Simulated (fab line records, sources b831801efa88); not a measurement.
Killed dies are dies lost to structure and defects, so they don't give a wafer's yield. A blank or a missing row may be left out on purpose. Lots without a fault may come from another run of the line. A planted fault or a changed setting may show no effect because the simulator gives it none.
fab line records | flow sky130
record lots=13 wafers=39 last_day=50
route steps=708 shown VT_ADJUST_LVTN@118 VT_ADJUST_NCORE@129 SONOS_TUNNEL@160 SONOS_ONO@169 PAD_OPEN@708
lots that met no fault: from a run of the same line without faults
start_h: hours from the record's first day to the start of the lot's first wafer shown | wait_h: hours since the lot's step before | " the same as in the row above | L1.1+2: a row that stands for several wafers | - no value, or no start given | * or withheld: withheld | < > ~ a bound
route shown NAME@n: a module of which the file shows steps, and the number in the route of the first | usual: mean/standard deviation of fault-free wafers | same: alike in all rows | chamber/n: place in a boat | sites: the reading at each site | _std_site: their standard deviation | _edge_site: outer sites' mean less inner sites' | radius_mm: how far each site lies from the wafer's centre | mask NAME#n: copy n | behind: the tool/chamber that last shaped the wafer | hold: why the lot was held/for how many hours/how that ended | device: the transistor (n, p or np) that didn't switch | end of line: the same wafers' tests at the end of the route | a step without rows: its recipe alone | killed: dies lost to structure and defects at the first sort, not the wafer's yield | map: a wafer's dies, x killed, . not, _ none there
set.NAME: the setting as run; set.NAME@STEP: as run at that earlier step | model.NAME: the simulator's own value behind a step, which no gauge read
steps of the route over a sample of lots; a table a step, a row a wafer
services: from which hour (start_h, from the record's first day; less than 0 if before it) a tool's chamber was out of use, for how many hours, and why
## steps
# step SKY_VT_ADJUST_LVTN_TW_MEAS_21
# usual VT_ADJUST_LVTN_2_TW=188.5/1.3
# columns lot.wafer tool chamber start_h wait_h VT_ADJUST_LVTN_2_TW
L728.2 film_metro-02 - 166.99 0.1 190.1
L728.3 " - " " 189.9
L728.5 " - " " 190.6
L729.1 film_metro-04 - 171.03 0.1 187.8
L729.2 " - " " 188.4
L729.6 " - " " 187.8
L737.1 film_metro-03 - 228.82 0.1 188.3
L737.2 " - " " 189.1
L737.5 " - " " 189.7
L739.1 film_metro-04 - 248.67 0.1 188.6
L739.4 " - " " 188.3
L739.5 " - " " 187.8
L741.4 film_metro-03 - 260.00 0.1 188.0
L741.5 " - " " 188.0
L741.6 " - " " 186.4
L742.2 film_metro-02 - 269.88 0.1 189.9
L742.4 " - " " 190.4
L742.6 " - " " 190.7
L744.2 film_metro-04 - 280.10 0.1 187.7
L744.5 " - " " 187.1
L744.6 " - " " 187.8
L745.4 film_metro-04 - 287.61 0.1 187.3
L745.5 " - " " 188.2
L745.6 " - " " 187.3
L746.1 film_metro-04 - 301.08 0.1 188.3
L746.2 " - " " 188.3
L746.5 " - " " 188.1
L747.4 film_metro-04 - 308.66 0.1 187.8
L747.5 " - " " 188.3
L747.6 " - " " 188.4
L748.1 film_metro-04 - 311.27 0.1 189.5
L748.4 " - " " 187.8
L748.5 " - " " 188.2
L750.1 film_metro-04 - 316.72 0.1 189.2
L750.4 " - " " 188.1
L750.5 " - " " 188.3
L749.2 film_metro-03 - 316.88 0.1 187.8
L749.3 " - " " 187.8
L749.4 " - " " 187.1
# step SKY_VT_ADJUST_NCORE_STRIP_10
# recipe chemistry=O2/N2 power_w=1400 pressure_mtorr=1500 platen_temp_c=withheld o2_flow_sccm=3000 n2_flow_sccm=300 overash_fraction=0.5
# usual drypump_motor_current_A=5.80/0.23 o2_flow_sccm=3001/9.5 oes_product_au=0.715/0.0047 strip_time_to_endpoint_s=14.18/0.051
# columns lot.wafer tool chamber start_h wait_h drypump_motor_current_A o2_flow_sccm oes_product_au rf_hours_counter_h strip_time_to_endpoint_s
L728.2 plasma_asher-01 0 188.58 0.1 5.58 2993 0.708 52 14.25
L728.3 " 0 " " 5.56 3004 0.715 - 14.25
L728.5 " 0 " " 5.53 2995 0.716 - 14.24
L729.1 plasma_asher-02 0 192.48 0.1 5.59 3003 0.717 7 14.15
L729.2 " 1 " " 5.70 2996 0.714 7 14.16
L729.6 " 1 " " 5.74 3007 0.716 - 14.19
L737.1 plasma_asher-01 1 252.44 0.1 6.02 3015 0.723 58 14.16
L737.2 " 0 " " 5.57 2997 0.714 58 14.13
L737.5 " 1 " " 6.04 2999 0.723 - 14.14
L739.1 plasma_asher-01 0 272.53 0.1 5.57 3007 0.711 60 14.20
L739.4 " 0 " " 5.60 3000 0.718 - 14.22
L739.5 " 0 " " 5.56 3006 0.712 - 14.22
L741.4 plasma_asher-02 1 284.51 0.1 5.74 3000 0.711 - 14.22
L741.5 " 1 " " 5.75 2996 0.716 - 14.22
L741.6 " 0 " " 5.57 3010 0.722 - 14.21
L742.2 plasma_asher-01 1 294.73 0.1 6.01 2997 0.717 61 14.15
L742.4 " 0 " " 5.58 3016 0.718 - 14.15
L742.6 " 0 " " 5.59 3008 0.710 - 14.13
L744.2 plasma_asher-04 0 304.64 0.1 6.22 3020 0.716 64 14.10
L744.5 " 1 " " 5.97 3003 0.720 - 14.12
L744.6 " 0 " " 6.21 3006 0.716 - 14.10
L745.4 plasma_asher-01 1 313.11 0.1 6.02 2999 0.707 - 14.22
L745.5 " 1 " " 6.03 3005 0.718 - 14.24
L745.6 " 0 " " 5.59 2991 0.714 - 14.25
L746.1 plasma_asher-04 0 327.93 0.1 6.23 2998 0.719 67 14.14
L746.2 " 1 " " 5.96 2986 0.724 67 14.15
L746.5 " 0 " " 6.24 2997 0.717 - 14.18
L747.4 plasma_asher-02 0 335.18 0.1 5.60 2999 0.718 - 14.26
L747.5 " 0 " " 5.61 3005 0.716 - 14.25
L747.6 " 1 " " 5.71 2995 0.711 - 14.26
L748.1 plasma_asher-02 1 337.54 0.1 5.71 3004 0.719 22 14.16
L748.4 " 1 " " 5.73 3007 0.718 - 14.07
L748.5 " 0 " " 5.59 3020 0.721 - 14.09
L750.1 plasma_asher-02 0 343.14 0.1 5.58 3004 0.714 22 14.10
L750.4 " 0 " " 5.60 3004 0.714 - 14.05
L750.5 " 0 " " 5.60 2996 0.713 - 14.08
L749.2 plasma_asher-01 1 343.20 0.1 6.03 2986 0.712 66 14.24
L749.3 " 0 " " 5.56 2985 0.713 - 14.19
L749.4 " 1 " " 6.06 2998 0.709 - 14.22
# step SKY_SONOS_TUNNEL_DEVELOP_06
# recipe resist=NOVOLAK developer=TMAH develop_time_s=60 dev_temp_c=21.99
# columns lot.wafer tool chamber start_h wait_h
L728.2+3+5 litho_track-02 0 257.82 0.1
L729.1+2+6 litho_track-01 0 262.28 0.1
L737.1+2+5 litho_track-01 0 327.78 0.1
L739.1+4+5 litho_track-01 0 351.03 0.1
L741.4+5+6 litho_track-03 0 363.41 0.1
L742.2+4+6 litho_track-02 0 374.02 0.1
L744.2+5+6 litho_track-03 0 386.71 0.1
L745.4+5+6 litho_track-02 0 395.97 0.1
L746.1+2+5 litho_track-02 0 412.64 0.1
L747.4+5+6 litho_track-01 0 419.66 0.1
L748.1+4+5 litho_track-03 0 423.58 0.1
L750.1+4+5 litho_track-01 0 429.23 0.1
L749.2+3+4 litho_track-01 0 429.56 0.1
# step SKY_SONOS_TUNNEL_CD_MEAS_07
# recipe target_cd_nm=410
# usual cd_nm=410.3/2.1
# columns lot.wafer tool chamber start_h wait_h cd_nm
L728.2 cd_sem-01 - 257.96 0.1 413.7
L728.3 " - " " 412.6
L728.5 " - " " 411.9
L729.1 cd_sem-01 - 262.43 0.1 406.2
L729.2 " - " " 406.6
L729.6 " - " " 408.5
L737.1 cd_sem-01 - 327.93 0.1 394.3
L737.2 " - " " 396.8
L737.5 " - " " 395.7
L739.1 cd_sem-02 - 351.18 0.1 398.6
L739.4 " - " " 397.7
L739.5 " - " " 398.7
L741.4 cd_sem-02 - 363.54 0.1 407.8
L741.5 " - " " 407.1
L741.6 " - " " 407.2
L742.2 cd_sem-01 - 374.16 0.1 413.4
L742.4 " - " " 413.6
L742.6 " - " " 414.3
L744.2 cd_sem-02 - 386.85 0.1 410.1
L744.5 " - " " 412.5
L744.6 " - " " 414.2
L745.4 cd_sem-01 - 396.10 0.1 409.5
L745.5 " - " " 408.5
L745.6 " - " " 411.1
L746.1 cd_sem-01 - 412.79 0.1 411.4
L746.2 " - " " 412.8
L746.5 " - " " 413.2
L747.4 cd_sem-01 - 419.79 0.1 407.3
L747.5 " - " " 407.2
L747.6 " - " " 406.9
L748.1 cd_sem-02 - 423.73 0.1 407.3
L748.4 " - " " 407.1
L748.5 " - " " 408.1
L750.1 cd_sem-02 - 429.38 0.1 414.2
L750.4 " - " " 412.8
L750.5 " - " " 412.7
L749.2 cd_sem-02 - 429.70 0.1 410.6
L749.3 " - " " 410.8
L749.4 " - " " 410.7
# step SKY_SONOS_ONO_THK_MEAS_01
# recipe reads=SiO2_of_SONOS_ONO_OXIDATION_00
# usual SONOS_ONO_OXIDATION_THK=2.57/0.057
# columns lot.wafer tool chamber start_h wait_h SONOS_ONO_OXIDATION_THK[nm]
L728.2 film_metro-01 - 261.55 0.0 2.58
L728.3 " - " " 2.59
L728.5 " - " " 2.49
L729.1 film_metro-04 - 265.31 0.0 2.63
L729.2 " - " " 2.58
L729.6 " - " " 2.66
L737.1 film_metro-04 - 330.76 0.0 2.54
L737.2 " - " " 2.55
L737.5 " - " " 2.44
L739.1 film_metro-03 - 353.17 0.0 2.61
L739.4 " - " " 2.61
L739.5 " - " " 2.55
L741.4 film_metro-01 - 365.95 0.0 2.53
L741.5 " - " " 2.59
L741.6 " - " " 2.59
L742.2 film_metro-04 - 376.77 0.0 2.58
L742.4 " - " " 2.61
L742.6 " - " " 2.58
L744.2 film_metro-03 - 389.14 0.0 2.57
L744.5 " - " " 2.52
L744.6 " - " " 2.53
L745.4 film_metro-04 - 398.07 0.0 2.59
L745.5 " - " " 2.51
L745.6 " - " " 2.50
L746.1 film_metro-01 - 416.04 0.0 2.61
L746.2 " - " " 2.59
L746.5 " - " " 2.54
L747.4 film_metro-03 - 423.24 0.0 2.56
L747.5 " - " " 2.58
L747.6 " - " " 2.60
L748.1 film_metro-04 - 427.21 0.0 2.61
L748.4 " - " " 2.58
L748.5 " - " " 2.62
L750.1 film_metro-04 - 431.39 0.0 2.56
L750.4 " - " " 2.56
L750.5 " - " " 2.61
L749.2 film_metro-01 - 434.24 0.0 2.47
L749.3 " - " " 2.51
L749.4 " - " " 2.51
# step SKY_PAD_OPEN_PROBE_99
# usual killed_at_M0_to_M3=44/7 killed_at_M4_up=3.2/2 killed_at_contacts=25/5.3 killed_at_front_end=15/4.3 killed_at_other=0.3/0.54 killed_dies=86/8.7 killed_on_rim=17/3.6 killed_open=47/6.4 killed_short=39/5.6
# same gross_dies=492 killed_at_back_side=0
# columns lot.wafer tool chamber start_h wait_h killed_at_M0_to_M3 killed_at_M4_up killed_at_contacts killed_at_front_end killed_at_other killed_dies killed_on_rim killed_open killed_short
L728.2 prober-02 - 1075.77 0.1 52 2 19 5 0 78 14 39 38
L728.3 prober-02 - 1075.82 0.2 50 2 26 15 0 93 20 53 40
L728.5 prober-02 - 1075.92 0.2 44 6 27 21 0 98 16 55 43
L737.1 prober-01 - 1137.37 0.1 49 5 20 15 0 89 15 40 48
L737.2 prober-01 - 1137.42 0.1 39 2 29 15 0 85 26 50 34
L737.5 prober-01 - 1137.57 0.2 42 1 24 7 0 74 12 44 30
L739.1 prober-01 - 1146.46 0.1 43 0 21 11 0 75 18 39 36
L739.4 prober-01 - 1146.61 0.2 54 4 29 11 1 99 17 56 43
L739.5 prober-01 - 1146.66 0.2 42 1 26 18 0 87 14 43 44
L741.4 prober-01 - 1157.16 0.2 37 0 24 14 0 75 15 45 30
L741.5 prober-01 - 1157.21 0.2 37 2 28 20 0 87 16 49 38
L741.6 prober-01 - 1157.26 0.2 46 4 22 13 0 85 14 43 42
L742.2 prober-01 - 1166.30 0.1 44 3 20 20 0 87 17 45 40
L742.4 prober-01 - 1166.40 0.2 37 4 21 19 1 82 19 45 35
L742.6 prober-01 - 1166.50 0.2 38 2 17 15 1 73 15 40 33
L744.2 prober-02 - 1172.50 0.1 51 1 18 21 1 92 18 52 40
L744.5 prober-02 - 1172.65 0.2 40 6 22 15 1 84 19 42 42
L744.6 prober-02 - 1172.70 0.2 40 6 21 17 1 85 18 48 37
L746.1 prober-02 - 1184.59 0.1 46 4 23 16 1 90 20 52 37
L746.2 prober-02 - 1184.64 0.1 46 8 23 9 0 86 15 47 39
L746.5 prober-02 - 1184.79 0.2 48 5 19 11 1 84 11 44 40
# killed by level:class
L728.2 VIA1:geometric_particle:open=11 METAL2:geometric_particle:short=7 CONTACT:geometric_particle:open=7 METAL1:geometric_particle:short=7 VIA1:geometric_particle:short=7 VIA2:geometric_particle:open=5 VIA3:geometric_particle:open=5 LI_CONTACT:geometric_particle:open=4
L728.3 VIA1:geometric_particle:open=11 LI_CONTACT:geometric_particle:open=10 CONTACT:geometric_particle:open=7 VIA3:geometric_particle:open=7 METAL1:geometric_particle:short=7 VIA1:geometric_particle:short=6 POLY_GATE:geometric_particle:short=6 VIA2:geometric_particle:open=6
L728.5 VIA1:geometric_particle:open=10 CONTACT:geometric_particle:open=9 LI_CONTACT:geometric_particle:open=8 METAL1:geometric_particle:short=7 VIA1:geometric_particle:short=7 VIA2:geometric_particle:open=6 VIA3:geometric_particle:open=6 POLY_GATE:geometric_particle:open=5
L737.1 METAL2:geometric_particle:short=9 VIA2:geometric_particle:open=8 VIA1:geometric_particle:open=8 FIELD_ISO:geometric_particle:short=6 LOCAL_INTERCONNECT:geometric_particle:short=6 LI_CONTACT:geometric_particle:open=5 METAL1:geometric_particle:short=5 METAL1:geometric_particle:open=5
L737.2 CONTACT:geometric_particle:open=15 VIA2:geometric_particle:open=11 METAL1:geometric_particle:short=9 LI_CONTACT:geometric_particle:open=6 FIELD_ISO:geometric_particle:short=5 FIELD_ISO:geometric_particle:open=4 LOCAL_INTERCONNECT:geometric_particle:short=4 CONTACT:geometric_particle:short=4
L737.5 VIA1:geometric_particle:open=9 LI_CONTACT:geometric_particle:open=8 CONTACT:geometric_particle:open=8 METAL1:geometric_particle:short=7 VIA3:geometric_particle:open=6 VIA2:geometric_particle:open=5 POLY_GATE:geometric_particle:open=3 VIA2:geometric_particle:short=3
L739.1 VIA1:geometric_particle:open=9 VIA3:geometric_particle:open=8 CONTACT:geometric_particle:short=6 LI_CONTACT:geometric_particle:open=5 METAL1:geometric_particle:short=5 CONTACT:geometric_particle:open=5 VIA2:geometric_particle:open=5 FIELD_ISO:geometric_particle:open=4
L739.4 CONTACT:geometric_particle:open=13 VIA2:geometric_particle:open=11 VIA1:geometric_particle:open=10 METAL2:geometric_particle:short=9 LI_CONTACT:geometric_particle:open=7 CONTACT:geometric_particle:short=7 VIA1:geometric_particle:short=7 METAL1:geometric_particle:short=5
L739.5 CONTACT:geometric_particle:open=7 CONTACT:geometric_particle:short=7 VIA3:geometric_particle:open=7 METAL2:geometric_particle:short=7 VIA2:geometric_particle:open=7 POLY_GATE:geometric_particle:short=6 LI_CONTACT:geometric_particle:open=6 FIELD_ISO:geometric_particle:open=5
L741.4 VIA1:geometric_particle:open=9 VIA2:geometric_particle:open=8 LI_CONTACT:geometric_particle:open=7 CONTACT:geometric_particle:open=7 FIELD_ISO:geometric_particle:open=5 CONTACT:geometric_particle:short=5 METAL1:geometric_particle:short=4 VIA3:geometric_particle:open=4
L741.5 CONTACT:geometric_particle:open=9 CONTACT:geometric_particle:short=9 VIA1:geometric_particle:open=9 FIELD_ISO:geometric_particle:open=8 VIA3:geometric_particle:open=6 VIA2:geometric_particle:open=4 SPACER:geometric_particle:short=3 LI_CONTACT:geometric_particle:open=3
L741.6 VIA1:geometric_particle:short=11 VIA3:geometric_particle:open=7 CONTACT:geometric_particle:open=7 VIA1:geometric_particle:open=7 LI_CONTACT:geometric_particle:open=6 VIA2:geometric_particle:open=6 METAL1:geometric_particle:short=5 LOCAL_INTERCONNECT:geometric_particle:short=4
L742.2 VIA1:geometric_particle:open=13 LI_CONTACT:geometric_particle:open=7 METAL1:geometric_particle:short=7 FIELD_ISO:geometric_particle:open=6 METAL2:geometric_particle:short=6 FIELD_ISO:geometric_particle:short=4 VIA1:geometric_particle:short=4 LOCAL_INTERCONNECT:geometric_particle:short=4
L742.4 VIA1:geometric_particle:open=12 METAL2:geometric_particle:short=7 FIELD_ISO:geometric_particle:open=6 LI_CONTACT:geometric_particle:open=6 LOCAL_INTERCONNECT:geometric_particle:short=5 VIA2:geometric_particle:open=5 CONTACT:geometric_particle:open=5 VIA3:geometric_particle:open=5
L742.6 VIA1:geometric_particle:open=13 VIA3:geometric_particle:open=7 METAL2:geometric_particle:short=6 FIELD_ISO:geometric_particle:open=5 CONTACT:geometric_particle:open=5 LI_CONTACT:geometric_particle:open=4 LOCAL_INTERCONNECT:geometric_particle:short=4 FIELD_ISO:geometric_particle:short=3
L744.2 VIA1:geometric_particle:open=10 VIA3:geometric_particle:open=8 METAL1:geometric_particle:short=8 METAL2:geometric_particle:short=8 VIA2:geometric_particle:open=7 FIELD_ISO:geometric_particle:short=6 POLY_GATE:geometric_particle:open=6 CONTACT:geometric_particle:open=6
L744.5 LI_CONTACT:geometric_particle:open=9 FIELD_ISO:geometric_particle:short=8 CONTACT:geometric_particle:open=8 VIA1:geometric_particle:open=8 METAL1:geometric_particle:short=6 VIA1:geometric_particle:short=5 VIA2:geometric_particle:open=5 METAL4:geometric_particle:short=5
L744.6 CONTACT:geometric_particle:open=8 FIELD_ISO:geometric_particle:open=7 LI_CONTACT:geometric_particle:open=7 METAL2:geometric_particle:short=6 VIA1:geometric_particle:open=6 VIA2:geometric_particle:open=5 VIA3:geometric_particle:open=5 POLY_GATE:geometric_particle:open=4
L746.1 VIA1:geometric_particle:open=13 VIA2:geometric_particle:open=9 LI_CONTACT:geometric_particle:open=8 CONTACT:geometric_particle:open=8 METAL2:geometric_particle:short=8 METAL1:geometric_particle:short=6 FIELD_ISO:geometric_particle:short=5 POLY_GATE:geometric_particle:short=3
L746.2 VIA1:geometric_particle:open=11 CONTACT:geometric_particle:open=8 METAL2:geometric_particle:short=7 METAL1:geometric_particle:short=5 VIA3:geometric_particle:open=5 VIA1:geometric_particle:short=5 METAL4:geometric_particle:short=5 LI_CONTACT:geometric_particle:open=4
L746.5 VIA3:geometric_particle:open=9 VIA1:geometric_particle:open=8 LI_CONTACT:geometric_particle:open=7 VIA2:geometric_particle:open=7 CONTACT:geometric_particle:open=5 METAL1:geometric_particle:short=5 VIA1:geometric_particle:short=5 METAL4:geometric_particle:short=5
## services
# columns tool chamber start_h hours kind
plasma_asher-04 - 192.61 4.3 pm
plasma_asher-04 - 204.84 1.8 repair
plasma_asher-01 - 275.52 14.6 pm
plasma_asher-01 - 352.47 6.1 repair
plasma_asher-01 - 354.64 6.3 repair
plasma_asher-02 - 385.00 1.2 repair
plasma_asher-01 - 396.24 4.5 repair
plasma_asher-04 - 401.99 0.6 repair
plasma_asher-04 - 421.25 9.0 pm
plasma_asher-04 0 421.25 9.0 vent_cycle
plasma_asher-04 1 421.25 9.0 vent_cycle
plasma_asher-02 - 425.66 4.3 pm
## key
first_sign step=SKY_SONOS_TUNNEL_CD_MEAS_07 reading=cd_nm direction=down sigmas=6.2 usual=410.3 struck=397.0 through=control_loop
effect none on later readings
met_at SKY_SONOS_TUNNEL_DEVELOP_06
struck_lots L737,L739
tester_left_out L737,L739
loop_trim step=SKY_SONOS_TUNNEL_EXPOSE_04 setting=dose lots=L739
not_acting_at SKY_VT_ADJUST_LVTN_TW_MEAS_21,SKY_VT_ADJUST_NCORE_STRIP_10,SKY_SONOS_ONO_THK_MEAS_01
onset_between 262.28 327.78
fault kind=process_parameter_drift tool=litho_track-01 chamber=- onset_h=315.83 steps=SKY_SONOS_TUNNEL_DEVELOP_06 channel=develop_time_s offset=* shape=step end_h=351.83 acts_in=* stated=*
# tester_left_out: of these lots the tester's yield and bins aren't shown, on N5 and GAA mostly nor the transistor test; their killed dies are dies lost to structure and defects alone, not to doping, threshold or leakage, so they don't give the yield
# loop_trim: a control loop set the setting to another value than it would have without faults
